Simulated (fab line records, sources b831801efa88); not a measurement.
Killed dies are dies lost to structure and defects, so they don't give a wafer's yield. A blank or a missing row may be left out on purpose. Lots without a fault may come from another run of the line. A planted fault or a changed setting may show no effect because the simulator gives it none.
fab line records | flow sky130
record lots=6 wafers=18 last_day=50
route steps=708 shown CAP2M@614 METAL4@621 PAD_OPEN@708
lots that met no fault: from a run of the same line without faults
start_h: hours from the record's first day to the start of the lot's first wafer shown | wait_h: hours since the lot's step before | " the same as in the row above | L1.1+2: a row that stands for several wafers | - no value, or no start given | * or withheld: withheld | < > ~ a bound
route shown NAME@n: a module of which the file shows steps, and the number in the route of the first | usual: mean/standard deviation of fault-free wafers | same: alike in all rows | chamber/n: place in a boat | sites: the reading at each site | _std_site: their standard deviation | _edge_site: outer sites' mean less inner sites' | radius_mm: how far each site lies from the wafer's centre | mask NAME#n: copy n | behind: the tool/chamber that last shaped the wafer | hold: why the lot was held/for how many hours/how that ended | device: the transistor (n, p or np) that didn't switch | end of line: the same wafers' tests at the end of the route | a step without rows: its recipe alone | killed: dies lost to structure and defects at the first sort, not the wafer's yield | map: a wafer's dies, x killed, . not, _ none there
set.NAME: the setting as run; set.NAME@STEP: as run at that earlier step | model.NAME: the simulator's own value behind a step, which no gauge read
lots at some steps of the route; a table a step, a row a wafer
services: from which hour (start_h, from the record's first day; less than 0 if before it) a tool's chamber was out of use, for how many hours, and why
## steps
# step SKY_CAP2M_DEVELOP_11
# recipe resist=NOVOLAK developer=TMAH develop_time_s=60 dev_temp_c=23
# step SKY_CAP2M_OVL_MEAS_12
# usual CAP2M_OVL=0.2/1.3
# columns lot.wafer tool chamber start_h wait_h CAP2M_OVL[nm]
L557.2 overlay-01 - 983.20 0.1 0.9
L557.3 " - " " 1.2
L557.4 " - " " 0.1
L558.3 overlay-02 - 987.17 0.1 3.3
L558.4 " - " " 1.3
L558.5 " - " " 1.6
L563.1 overlay-01 - 1020.56 0.1 -0.4
L563.2 " - " " 0.2
L563.4 " - " " 0.0
L564.2 overlay-01 - 1029.86 0.1 -0.2
L564.3 " - " " 0.5
L564.4 " - " " 0.4
L576.1 overlay-01 - 1098.39 0.1 0.3
L576.3 " - " " 2.7
L576.6 " - " " 1.4
L577.4 overlay-02 - 1099.71 0.1 0.0
L577.5 " - " " -1.1
L577.6 " - " " -0.8
# step SKY_CAP2M_METAL_ETCH_13
# recipe target_depth_nm=220 stop_on=SiO2 chemistry=Cl2/BCl3 target=TiN pressure_mtorr=10 icp_w=900 bias_w=48.5 Cl2_flow_sccm=60 bcl3_flow_sccm=30 time_s=62.9
# usual drypump_motor_current_A=5.7/0.46 oes_product_au=0.940/0.0092 rf_fwd_power_W=893.6/2.8 throttle_valve_pct=21.903/0.01
# columns lot.wafer tool chamber start_h wait_h drypump_motor_current_A oes_product_au rf_fwd_power_W rf_hours_counter_h throttle_valve_pct
L557.2 rie_metal-03 0 983.23 0.0 5.6 0.928 891.8 12 21.900
L557.3 " 0 " " 5.6 0.948 890.7 - 21.893
L557.4 " 1 " " 6.5 0.941 895.8 - 21.910
L558.3 rie_metal-04 0 987.22 0.0 5.1 0.938 895.2 - 21.915
L558.4 " 1 " " 5.8 0.937 898.6 - 21.903
L558.5 " 1 " " 5.8 0.945 893.6 - 21.897
L563.1 rie_metal-03 1 1020.59 0.0 6.5 0.939 894.3 3 21.892
L563.2 " 0 " " 5.6 0.934 890.2 14 21.892
L563.4 " 1 " " 6.5 0.930 894.8 - 21.909
L564.2 rie_metal-04 0 1029.89 0.0 5.1 0.931 893.1 12 21.926
L564.3 " 1 " " 5.8 0.948 896.1 - 21.902
L564.4 " 0 " " 5.1 0.925 895.6 - 21.911
L576.1 rie_metal-04 1 1098.43 0.0 5.8 0.940 896.1 22 21.906
L576.3 " 1 " " 5.8 0.947 899.4 - 21.906
L576.6 " 0 " " 5.1 0.939 896.3 - 21.885
L577.4 rie_metal-03 1 1099.76 0.0 6.5 0.942 892.4 - 21.906
L577.5 " 0 " " 5.6 0.964 892.6 - 21.890
L577.6 " 1 " " 6.6 0.941 890.7 - 21.893
# step SKY_CAP2M_STRIP_14
# recipe chemistry=O2/N2 power_w=1400 pressure_mtorr=1500 platen_temp_c=withheld o2_flow_sccm=3000 n2_flow_sccm=300 overash_fraction=0.5
# usual drypump_motor_current_A=5.45/0.22 n2_flow_sccm=300.1/0.9 oes_product_au=0.711/0.005 strip_time_to_endpoint_s=12.59/0.049
# columns lot.wafer tool chamber start_h wait_h drypump_motor_current_A n2_flow_sccm oes_product_au rf_hours_counter_h strip_time_to_endpoint_s
L557.2 plasma_asher-04 0 983.31 0.1 5.11 300.8 0.710 109 12.56
L557.3 " 0 " " 5.12 298.7 0.717 - 12.56
L557.4 " 1 " " 5.68 300.7 0.709 - 12.62
L558.3 plasma_asher-03 1 987.31 0.1 5.70 300.5 0.712 - 12.58
L558.4 " 0 " " 5.29 301.4 0.722 - 12.55
L558.5 " 1 " " 5.71 300.9 0.709 - 12.51
L563.1 plasma_asher-03 1 1020.67 0.1 5.68 300.6 0.714 59 12.63
L563.2 " 0 " " 5.30 300.4 0.709 59 12.65
L563.4 " 0 " " 5.28 299.2 0.708 - 12.66
L564.2 plasma_asher-01 0 1029.97 0.1 5.51 300.2 0.714 93 12.53
L564.3 " 1 " " 5.43 300.2 0.709 - 12.54
L564.4 " 0 " " 5.52 300.3 0.705 - 12.45
L576.1 plasma_asher-01 1 1098.51 0.1 5.44 299.1 0.708 100 12.58
L576.3 " 0 " " 5.53 301.2 0.712 - 12.64
L576.6 " 0 " " 5.53 300.3 0.712 - 12.53
L577.4 plasma_asher-04 1 1099.84 0.1 5.67 301.0 0.716 - 12.61
L577.5 " 0 " " 5.14 301.2 0.706 - 12.65
L577.6 " 1 " " 5.66 300.5 0.708 - 12.65
# step SKY_CAP2M_STRIP_15
# recipe chemistry=post_etch_residue_remover time_s=1200 temp_c=72.5
# step SKY_CAP2M_CLEAN_16
# recipe chemistry=IPA time_s=180 temp_c=25
# step SKY_CAP2M_CLEAN_17
# recipe chemistry=O3/DIW dry=n2_spin
# step SKY_METAL4_DEHYDRATE_05
# recipe temp_c=200 time_s=60
# step SKY_METAL4_HMDS_06
# recipe prime_time_s=60 prime_temp_c=120
# step SKY_METAL4_COAT_07
# recipe resist=BARC temp_c=withheld time_s=withheld spin_rpm=3000 resist_thk_nm=60
# step SKY_METAL4_COAT_08
# recipe resist=KrF-thick spin_rpm=3000 resist_thk_nm=1140
# step SKY_METAL4_SOFTBAKE_09
# recipe temp_c=100 time_s=90 resist=KrF-thick
# step SKY_METAL4_EXPOSE_10
# recipe mask_id=MM4 na=0.68 source_shape=annular sigma_inner=0.4 sigma_outer=0.8 target_cd_nm=300 dose_mj=28
# usual exposure_dose_mJ_cm2=27.999/0.03
# columns lot.wafer tool chamber start_h wait_h mask exposure_dose_mJ_cm2
L557.2 krf_scanner-02 0 995.76 - MM4#0 28.002
L557.3 " 0 " " MM4#0 27.994
L557.4 " 0 " " MM4#0 27.999
L558.3 krf_scanner-01 0 999.56 - MM4#0 28.070
L558.4 " 0 " " MM4#0 28.021
L558.5 " 0 " " MM4#0 28.059
L563.1 krf_scanner-01 0 1032.69 - MM4#0 27.988
L563.2 " 0 " " MM4#0 27.981
L563.4 " 0 " " MM4#0 28.025
L564.2 krf_scanner-01 0 1041.51 - MM4#0 28.020
L564.3 " 0 " " MM4#0 28.046
L564.4 " 0 " " MM4#0 28.029
L576.1 krf_scanner-02 0 1109.72 - MM4#0 28.010
L576.3 " 0 " " MM4#0 28.022
L576.6 " 0 " " MM4#0 28.019
L577.4 krf_scanner-01 0 1110.98 - MM4#0 27.965
L577.5 " 0 " " MM4#0 27.997
L577.6 " 0 " " MM4#0 28.025
# step SKY_METAL4_PEB_11
# recipe peb_temp_c=withheld peb_time_s=withheld resist=KrF-thick
# step SKY_METAL4_DEVELOP_12
# recipe develop_time_s=60 resist=KrF-thick dev_temp_c=21
# step SKY_METAL4_CD_MEAS_13
# recipe target_cd_nm=300
# usual cd_nm=300.2/1.6
# columns lot.wafer tool chamber start_h wait_h cd_nm
L557.2 cd_sem-01 - 1006.96 - 299.4
L557.3 " - " " 299.4
L557.4 " - " " 301.3
L558.3 cd_sem-01 - 1011.23 - 304.0
L558.4 " - " " 304.3
L558.5 " - " " 304.4
L563.1 cd_sem-01 - 1043.15 - 300.9
L563.2 " - " " 299.5
L563.4 " - " " 270.3
L564.2 cd_sem-01 - 1052.36 - 298.2
L564.3 " - " " 297.9
L564.4 " - " " 267.5
L576.1 cd_sem-02 - 1120.09 - 302.0
L576.3 " - " " 302.3
L576.6 " - " " 300.6
L577.4 cd_sem-02 - 1120.80 - 299.9
L577.5 " - " " 299.6
L577.6 " - " " 300.1
# step SKY_METAL4_OVL_MEAS_14
# usual METAL4_OVL=0/5.2
# columns lot.wafer tool chamber start_h wait_h METAL4_OVL[nm]
L557.2 overlay-01 - 1007.07 0.1 2
L557.3 " - " " 1
L557.4 " - " " -6
L558.3 overlay-01 - 1011.33 0.1 6
L558.4 " - " " 6
L558.5 " - " " 6
L563.1 overlay-01 - 1043.27 0.1 -9
L563.2 " - " " 8
L563.4 " - " " 9
L564.2 overlay-02 - 1052.47 0.1 -2
L564.3 " - " " 6
L564.4 " - " " 7
L576.1 overlay-02 - 1120.23 0.1 -3
L576.3 " - " " -8
L576.6 " - " " -5
L577.4 overlay-02 - 1120.88 0.1 4
L577.5 " - " " 2
L577.6 " - " " 0
# step SKY_METAL4_DESCUM_15
# recipe chemistry=O2 source_power_w=150 bias_power_w=0 pressure_mtorr=10 temp_c=40 time_s=8
# usual drypump_motor_current_A=5.7/0.49 oes_product_au=1.009/0.014 rf_fwd_power_W=147.3/0.81
# columns lot.wafer tool chamber start_h wait_h drypump_motor_current_A oes_product_au rf_fwd_power_W rf_hours_counter_h model.METAL4.cd_nm
L557.2 rie_metal-01 1 1007.10 0.0 6.7 0.990 146.7 13 300
L557.3 " 0 " " 5.6 0.994 148.7 - 300.8
L557.4 " 1 " " 6.6 0.986 146.5 - 301.9
L558.3 rie_metal-04 1 1011.36 0.0 5.8 1.015 148.0 - 304.2
L558.4 " 0 " " 5.1 1.024 147.3 - 304.8
L558.5 " 0 " " 5.1 1.024 146.4 - 304.9
L563.1 rie_metal-02 0 1043.30 0.0 5.3 1.015 146.9 7 300.2
L563.2 " 0 " " 5.3 1.015 146.9 - 299.5
L563.4 " 0 " " 5.3 1.030 147.3 - 270.2
L564.2 rie_metal-04 1 1052.50 0.0 5.8 1.017 148.4 18 299
L564.3 " 1 " " 5.8 1.023 147.9 - 298.7
L564.4 " 0 " " 5.1 1.025 148.0 - 268
L576.1 rie_metal-01 0 1120.27 0.0 5.6 0.993 148.6 18 303.3
L576.3 " 0 " " 5.6 0.999 148.5 - 304
L576.6 " 1 " " 6.6 1.014 145.2 - 301.6
L577.4 rie_metal-02 1 1120.91 0.0 5.8 0.988 147.2 - 300.9
L577.5 " 0 " " 5.3 1.005 147.2 - 299.7
L577.6 " 1 " " 5.8 0.982 146.8 - 300.9
# step SKY_METAL4_ETCH_16
# recipe chemistry=N2/H2 target=BARC ion_energy_ev=200 bias_w=100 pressure_mtorr=30 n2_flow_sccm=100 h2_flow_sccm=200 icp_w=500 stop_on=SiO2 time_s=88.2 target_depth_a=600
# usual drypump_motor_current_A=5.7/0.5 n2_flow_sccm=99.97/0.3 oes_product_au=0.626/0.0046 rf_fwd_power_W=497.0/1.7 throttle_valve_pct=13.206/0.0089
# columns lot.wafer tool chamber start_h wait_h drypump_motor_current_A n2_flow_sccm oes_product_au rf_fwd_power_W rf_hours_counter_h throttle_valve_pct
L557.2 rie_metal-01 1 1007.13 0.0 6.6 100.07 0.636 494.2 13 13.203
L557.3 " 0 " " 5.6 100.02 0.632 498.6 - 13.225
L557.4 " 1 " " 6.7 100.20 0.629 493.6 - 13.210
L558.3 rie_metal-04 1 1011.41 0.0 5.8 99.62 0.629 498.1 - 13.208
L558.4 " 0 " " 5.1 99.95 0.632 496.4 - 13.210
L558.5 " 0 " " 5.1 99.69 0.623 497.3 - 13.195
L563.1 rie_metal-02 0 1043.37 0.1 5.3 99.82 0.623 496.0 7 13.196
L563.2 " 0 " " 5.3 100.24 0.625 497.3 - 13.176
L563.4 " 0 " " 5.3 100.21 0.614 498.6 - 13.218
L564.2 rie_metal-04 1 1052.53 0.0 5.8 99.77 0.618 499.3 18 13.209
L564.3 " 1 " " 5.8 99.89 0.621 497.3 - 13.218
L564.4 " 0 " " 5.1 99.27 0.624 500.1 - 13.208
L576.1 rie_metal-01 0 1120.30 0.0 5.6 99.85 0.627 498.9 18 13.206
L576.3 " 0 " " 5.6 100.00 0.627 495.0 - 13.199
L576.6 " 1 " " 6.6 99.54 0.617 496.0 - 13.205
L577.4 rie_metal-02 1 1120.96 0.0 5.8 99.87 0.629 498.4 - 13.195
L577.5 " 0 " " 5.3 100.13 0.620 496.6 - 13.211
L577.6 " 1 " " 5.8 100.09 0.617 499.5 - 13.213
# step SKY_METAL4_ETCH_17
# recipe target=SiO2 stop_on=TiN chemistry=C4F8/O2/Ar source_w=1500 bias_w=1200 pressure_mtorr=40 c4f8_flow_sccm=withheld O2_flow_sccm=6 Ar_flow_sccm=300 time_s=3.9 target_depth_a=150
# usual oes_product_au=0.758/0.0073 rf_fwd_power_W=1470/6.9
# columns lot.wafer tool chamber start_h wait_h oes_product_au rf_fwd_power_W rf_hours_counter_h
L557.2 rie_diel-02 1 1007.23 0.1 0.748 1461 9
L557.3 " 2 " " 0.743 1460 5
L557.4 " 0 " " 0.757 1477 26
L558.3 rie_diel-02 3 1011.48 0.0 0.752 1476 23
L558.4 " 1 " " 0.763 1470 9
L558.5 " 0 " " 0.764 1478 -
L563.1 rie_diel-01 1 1043.56 0.2 0.764 1463 12
L563.2 " 3 " " 0.754 1470 7
L563.4 " 2 " " 0.761 1479 28
L564.2 rie_diel-01 1 1052.63 0.1 0.751 1462 12
L564.3 " 2 " " 0.750 1476 29
L564.4 " 0 " " 0.755 1469 15
L576.1 rie_diel-02 3 1120.40 0.1 0.750 1477 27
L576.3 " 2 " " 0.757 1462 9
L576.6 " 0 " " 0.758 1471 -
L577.4 rie_diel-01 3 1121.04 0.0 0.762 1473 -
L577.5 " 1 " " 0.759 1472 -
L577.6 " 0 " " 0.755 1467 -
# step SKY_METAL4_METAL_ETCH_18
# recipe target_depth_a=8450 stop_on=SiO2 over_etch_frac=0.3 time_s=183.1 chemistry=Cl2/BCl3 resist_sidewall_deg=88 pressure_mtorr=10 icp_w=900 bias_w=48.5 Cl2_flow_sccm=60 bcl3_flow_sccm=30
# usual drypump_motor_current_A=5.8/0.53 oes_product_au=0.866/0.0071 rf_fwd_power_W=897/3.3 throttle_valve_pct=22.265/0.0093
# columns lot.wafer tool chamber start_h wait_h drypump_motor_current_A oes_product_au rf_fwd_power_W rf_hours_counter_h throttle_valve_pct model.METAL4.cd_nm
L557.2 rie_metal-02 0 1007.25 0.0 5.3 0.877 893 4 22.261 296.2
L557.3 " 0 " " 5.3 0.857 893 - 22.256 295.8
L557.4 " 1 " " 5.8 0.860 891 - 22.252 310.5
L558.3 rie_metal-01 1 1011.56 0.1 6.6 0.874 896 - 22.266 305.7
L558.4 " 0 " " 5.6 0.868 899 - 22.274 312.6
L558.5 " 0 " " 5.6 0.870 904 - 22.260 311.9
L563.1 rie_metal-01 1 1043.58 0.0 6.6 0.864 898 16 22.257 303.8
L563.2 " 0 " " 5.6 0.874 899 13 22.266 313.9
L563.4 " 0 " " 5.6 0.865 899 - 22.254 286.4
L564.2 rie_metal-01 1 1052.65 0.0 6.6 0.861 897 17 22.255 297.7
L564.3 " 0 " " 5.6 0.863 902 - 22.261 311.5
L564.4 " 1 " " 6.7 0.871 892 - 22.259 266.3
L576.1 rie_metal-04 1 1120.42 0.0 5.8 0.873 897 24 22.270 304.2
L576.3 " 1 " " 5.8 0.876 901 - 22.261 301.2
L576.6 " 1 " " 5.8 0.868 903 - 22.255 297
L577.4 rie_metal-01 0 1121.11 0.1 5.6 0.874 898 - 22.269 306.5
L577.5 " 0 " " 5.6 0.862 902 - 22.263 306.4
L577.6 " 1 " " 6.7 0.856 896 - 22.262 300
# step SKY_METAL4_STRIP_19
# recipe chemistry=O2/N2 power_w=1400 pressure_mtorr=1500 platen_temp_c=withheld o2_flow_sccm=3000 n2_flow_sccm=300 overash_fraction=0.5
# usual drypump_motor_current_A=5.9/0.47 n2_flow_sccm=300.1/0.91 oes_product_au=0.498/0.0058 strip_time_to_endpoint_s=6.43/0.094
# columns lot.wafer tool chamber start_h wait_h drypump_motor_current_A n2_flow_sccm oes_product_au rf_hours_counter_h strip_time_to_endpoint_s
L557.2 plasma_asher-02 1 1007.43 0.1 6.5 299.6 0.500 26 6.49
L557.3 " 1 " " 6.5 300.4 0.497 - 6.48
L557.4 " 0 " " 6.3 301.1 0.494 - 6.40
L558.3 plasma_asher-04 1 1011.71 0.1 5.7 300.1 0.503 - 6.57
L558.4 " 0 " " 5.1 301.3 0.500 - 6.46
L558.5 " 0 " " 5.1 302.3 0.499 - 6.55
L563.1 plasma_asher-01 0 1043.76 0.1 5.5 300.5 0.490 95 6.45
L563.2 " 1 " " 5.4 300.5 0.510 95 6.48
L563.4 " 0 " " 5.5 300.5 0.505 - 6.53
L564.2 plasma_asher-02 0 1052.83 0.1 6.3 301.5 0.492 30 6.27
L564.3 " 1 " " 6.5 299.4 0.494 - 6.49
L564.4 " 0 " " 6.3 300.7 0.490 - 6.35
L576.1 plasma_asher-02 1 1120.77 0.3 6.4 299.9 0.501 37 6.42
L576.3 " 1 " " 6.4 298.7 0.497 - 6.46
L576.6 " 1 " " 6.5 300.4 0.499 - 6.44
L577.4 plasma_asher-01 1 1121.26 0.1 5.4 299.7 0.507 - 6.59
L577.5 " 0 " " 5.5 298.0 0.502 - 6.51
L577.6 " 1 " " 5.4 299.1 0.497 - 6.46
# step SKY_PAD_OPEN_PROBE_99
# usual defect_limited_yield=82.3/2.1 killed_at_M0_to_M3=45/6.9 killed_at_M4_up=3.1/1.7 killed_at_contacts=24/5.7 killed_at_front_end=15/4.6 killed_at_other=0.3/0.57 killed_dies=87/10 killed_on_rim=17/3.9 killed_open=48/7.4 killed_short=39/6.7 sort_bin_3_pad_short=0.9/0.41 sort_bin_5_function=10.4/1.5 sort_bin_6_memory=6.4/1.1 sort_n_pass=405/10 sort_yield_pct=82.3/2.1
# same gross_dies=492 killed_at_back_side=0 sort_bin_4_leakage[%]=0 sort_bin_8_speed[%]=0
# columns lot.wafer tool chamber start_h wait_h defect_limited_yield[%] killed_at_M0_to_M3 killed_at_M4_up killed_at_contacts killed_at_front_end killed_at_other killed_dies killed_on_rim killed_open killed_short sort_bin_3_pad_short[%] sort_bin_5_function[%] sort_bin_6_memory[%] sort_n_pass sort_yield_pct[%] model.etest.met4.width_nm model.etest.met4.line_ohm_um
L557.2 prober-02 - 1100.46 0.1 79.7 53 5 25 17 0 100 18 49 51 1.4 12.0 6.9 392 79.7 296.4 0.1423
L557.3 prober-02 - 1100.51 0.2 83.7 39 5 22 13 1 80 16 41 39 0.8 9.6 5.9 412 83.7 298.9 0.1421
L557.4 prober-02 - 1100.56 0.2 82.5 54 6 16 10 0 86 10 44 42 1.0 10.0 6.5 406 82.5 310 0.1382
L558.3 prober-01 - 1105.00 0.2 82.1 52 2 25 9 0 88 16 47 41 0.6 11.0 6.3 404 82.1 306.9 0.1381
L558.4 prober-01 - 1105.05 0.2 82.9 43 3 25 13 0 84 20 51 33 1.2 9.3 6.5 408 82.9 312.4 0.136
L558.5 prober-01 - 1105.10 0.2 78.9 50 5 34 15 0 104 20 65 39 1.0 12.0 8.1 388 78.9 311.7 0.1351
L563.1 prober-01 - 1134.07 0.1 80.7 44 5 25 21 0 95 23 52 43 1.6 12.4 5.3 397 80.7 298.8 0.1438
L563.2 prober-01 - 1134.12 0.1 80.1 42 5 32 18 1 98 16 61 37 1.4 10.0 8.5 394 80.1 317.5 0.1344
L563.4 prober-01 - 1134.22 0.2 81.1 43 3 30 17 0 93 19 55 38 1.2 9.6 8.1 399 81.1 288.9 0.1486
L564.2 prober-02 - 1139.90 0.1 86.2 31 2 17 18 0 68 14 40 28 0.4 6.9 6.5 424 86.2 297.1 0.1459
L564.3 prober-02 - 1139.95 0.2 81.5 45 3 28 15 0 91 16 55 36 0.8 9.8 7.9 401 81.5 308.9 0.1383
L564.4 prober-02 - 1140.00 0.2 84.1 38 6 23 10 1 78 13 43 32 0.6 10.8 4.5 414 84.1 266.1 0.1604
L576.1 prober-02 - 1196.02 0.1 82.3 50 3 24 10 0 87 17 49 38 1.0 11.4 5.3 405 82.3 305.9 0.1396
L576.3 prober-02 - 1196.12 0.2 81.3 49 3 23 17 0 92 22 57 34 0.4 12.6 5.7 400 81.3 306.3 0.1384
L576.6 prober-02 - 1196.27 0.2 83.7 52 3 8 17 0 80 15 38 42 1.2 8.3 6.7 412 83.7 294.7 0.1429
L577.4 prober-01 - 1197.72 0.2 84.8 36 3 26 10 0 75 13 35 40 0.6 7.7 6.9 417 84.8 308.2 0.1372
L577.5 prober-01 - 1197.77 0.2 83.5 43 4 28 6 0 81 20 45 36 0.4 10.4 5.7 411 83.5 305.4 0.1396
L577.6 prober-01 - 1197.82 0.2 79.7 54 5 19 22 0 100 10 58 42 1.4 13.6 5.3 392 79.7 303.5 0.1423
# killed by level:class
L557.2 VIA1:geometric_particle:open=12 CONTACT:geometric_particle:short=11 METAL1:geometric_particle:short=8 CONTACT:geometric_particle:open=6 VIA2:geometric_particle:open=6 VIA1:geometric_particle:short=5 VIA3:geometric_particle:short=5 FIELD_ISO:geometric_particle:open=4
L557.3 CONTACT:geometric_particle:open=10 VIA3:geometric_particle:open=8 LI_CONTACT:geometric_particle:open=6 METAL1:geometric_particle:short=6 VIA1:geometric_particle:short=6 FIELD_ISO:geometric_particle:short=5 METAL4:geometric_particle:short=5 VIA2:geometric_particle:open=4
L557.4 METAL2:geometric_particle:short=11 VIA1:geometric_particle:short=9 VIA1:geometric_particle:open=9 CONTACT:geometric_particle:open=8 VIA3:geometric_particle:open=7 METAL1:geometric_particle:short=5 LI_CONTACT:geometric_particle:open=5 VIA3:geometric_particle:short=4
L558.3 VIA1:geometric_particle:open=13 LI_CONTACT:geometric_particle:open=9 CONTACT:geometric_particle:open=9 METAL1:geometric_particle:short=8 VIA1:geometric_particle:short=8 METAL2:geometric_particle:short=7 VIA3:geometric_particle:open=5 FIELD_ISO:geometric_particle:short=3
L558.4 CONTACT:geometric_particle:open=11 VIA2:geometric_particle:open=9 VIA1:geometric_particle:open=7 LI_CONTACT:geometric_particle:open=6 CONTACT:geometric_particle:short=5 POLY_GATE:geometric_particle:open=5 VIA1:geometric_particle:short=5 VIA3:geometric_particle:short=5
L558.5 CONTACT:geometric_particle:open=17 VIA1:geometric_particle:open=16 VIA2:geometric_particle:open=9 LI_CONTACT:geometric_particle:open=8 VIA1:geometric_particle:short=8 POLY_GATE:geometric_particle:open=5 METAL2:geometric_particle:short=5 METAL1:geometric_particle:short=4
L563.1 VIA1:geometric_particle:open=13 CONTACT:geometric_particle:open=9 LI_CONTACT:geometric_particle:open=8 FIELD_ISO:geometric_particle:open=7 VIA2:geometric_particle:short=6 METAL2:geometric_particle:short=5 FIELD_ISO:geometric_particle:short=5 CONTACT:geometric_particle:short=5
L563.2 VIA1:geometric_particle:open=17 CONTACT:geometric_particle:open=12 FIELD_ISO:geometric_particle:open=7 VIA2:geometric_particle:open=7 LOCAL_INTERCONNECT:geometric_particle:short=6 CONTACT:geometric_particle:short=6 LI_CONTACT:geometric_particle:open=5 VIA1:geometric_particle:short=4
L563.4 VIA1:geometric_particle:open=17 CONTACT:geometric_particle:open=10 LI_CONTACT:geometric_particle:open=9 VIA1:geometric_particle:short=7 VIA3:geometric_particle:open=6 POLY_GATE:geometric_particle:short=5 FIELD_ISO:geometric_particle:short=4 LOCAL_INTERCONNECT:geometric_particle:short=4
L564.2 VIA1:geometric_particle:open=8 CONTACT:geometric_particle:open=7 FIELD_ISO:geometric_particle:open=6 VIA3:geometric_particle:open=6 FIELD_ISO:geometric_particle:short=5 POLY_GATE:geometric_particle:short=5 METAL1:geometric_particle:short=5 LI_CONTACT:geometric_particle:open=4
L564.3 LI_CONTACT:geometric_particle:open=11 CONTACT:geometric_particle:open=10 METAL1:geometric_particle:short=9 VIA1:geometric_particle:open=9 POLY_GATE:geometric_particle:open=4 VIA3:geometric_particle:open=4 VIA1:geometric_particle:short=4 VIA2:geometric_particle:open=4
L564.4 CONTACT:geometric_particle:open=14 METAL1:geometric_particle:short=7 VIA2:geometric_particle:open=6 VIA1:geometric_particle:open=5 VIA3:geometric_particle:open=4 FIELD_ISO:geometric_particle:open=3 POLY_GATE:geometric_particle:short=3 LOCAL_INTERCONNECT:geometric_particle:short=3
L576.1 LI_CONTACT:geometric_particle:open=10 METAL2:geometric_particle:short=10 VIA3:geometric_particle:open=8 CONTACT:geometric_particle:open=7 VIA1:geometric_particle:open=7 METAL1:geometric_particle:short=6 VIA2:geometric_particle:open=6 VIA1:geometric_particle:short=5
L576.3 VIA1:geometric_particle:open=13 VIA2:geometric_particle:open=10 LI_CONTACT:geometric_particle:open=8 CONTACT:geometric_particle:open=8 FIELD_ISO:geometric_particle:open=7 VIA3:geometric_particle:open=6 METAL1:geometric_particle:short=5 POLY_GATE:geometric_particle:short=4
L576.6 VIA1:geometric_particle:open=13 METAL2:geometric_particle:short=7 SPACER:geometric_particle:short=6 VIA3:geometric_particle:open=6 METAL1:geometric_particle:short=5 VIA3:geometric_particle:short=4 METAL3:geometric_particle:short=4 POLY_GATE:geometric_particle:short=3
L577.4 CONTACT:geometric_particle:open=8 LI_CONTACT:geometric_particle:open=6 CONTACT:geometric_particle:short=6 VIA1:geometric_particle:short=6 VIA2:geometric_particle:open=6 FIELD_ISO:geometric_particle:short=5 METAL2:geometric_particle:short=5 LI_CONTACT:geometric_particle:short=4
L577.5 VIA3:geometric_particle:open=10 VIA1:geometric_particle:open=9 CONTACT:geometric_particle:open=8 METAL2:geometric_particle:short=7 LI_CONTACT:geometric_particle:open=6 CONTACT:geometric_particle:short=6 LI_CONTACT:geometric_particle:short=5 FIELD_ISO:geometric_particle:open=4
L577.6 VIA1:geometric_particle:open=11 VIA3:geometric_particle:open=10 POLY_GATE:geometric_particle:open=9 METAL2:geometric_particle:short=8 VIA2:geometric_particle:open=7 CONTACT:geometric_particle:open=6 VIA2:geometric_particle:short=6 LOCAL_INTERCONNECT:geometric_particle:short=5
## services
# columns tool chamber start_h hours kind
rie_diel-01 1 965.96 2.2 repair
plasma_asher-01 - 973.34 0.6 repair
krf_scanner-01 - 979.56 0.8 pm
krf_scanner-01 - 980.56 1.0 pm
rie_diel-01 1 980.60 5.8 repair
rie_diel-02 0 981.71 9.3 repair
rie_diel-01 - 988.84 5.2 repair
krf_scanner-01 - 994.05 0.2 repair
plasma_asher-02 - 1001.97 5.1 repair
rie_metal-04 - 1006.62 2.8 pm
rie_metal-02 1 1020.23 7.6 repair
krf_scanner-01 - 1048.36 0.5 repair
plasma_asher-04 - 1055.25 9.0 pm
rie_diel-02 0 1062.78 2.4 repair
rie_diel-02 - 1069.28 2.8 pm
plasma_asher-01 - 1069.34 1.6 repair
krf_scanner-01 - 1069.48 1.3 pm
plasma_asher-02 - 1072.80 1.4 repair
rie_diel-02 2 1074.61 9.4 repair
krf_scanner-01 - 1078.32 5.7 repair
rie_metal-03 0 1088.10 6.9 repair
krf_scanner-01 - 1105.25 4.0 pm
rie_metal-01 0 1111.80 1.5 repair
rie_metal-04 0 1113.05 9.0 repair
## key
first_sign step=SKY_METAL4_CD_MEAS_13 reading=cd_nm direction=down sigmas=20 usual=300.2 struck=268.9
effect none on later readings
model_effect step=SKY_METAL4_DESCUM_15 value=METAL4.cd_nm without=299.7 struck=269.1
model_effect step=SKY_METAL4_METAL_ETCH_18 value=METAL4.cd_nm without=307 struck=276.4
model_effect step=SKY_PAD_OPEN_PROBE_99 value=etest.met4.width_nm without=308.1 struck=277.5
met_at SKY_METAL4_EXPOSE_10
struck_wafers L563.4,L564.4
onset_between 999.56 1032.69
fault kind=process_parameter_drift tool=krf_scanner-01 chamber=- onset_h=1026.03 steps=SKY_METAL4_EXPOSE_10 channel=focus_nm offset=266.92 shape=step end_h=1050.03 scope=struck_wafers_only
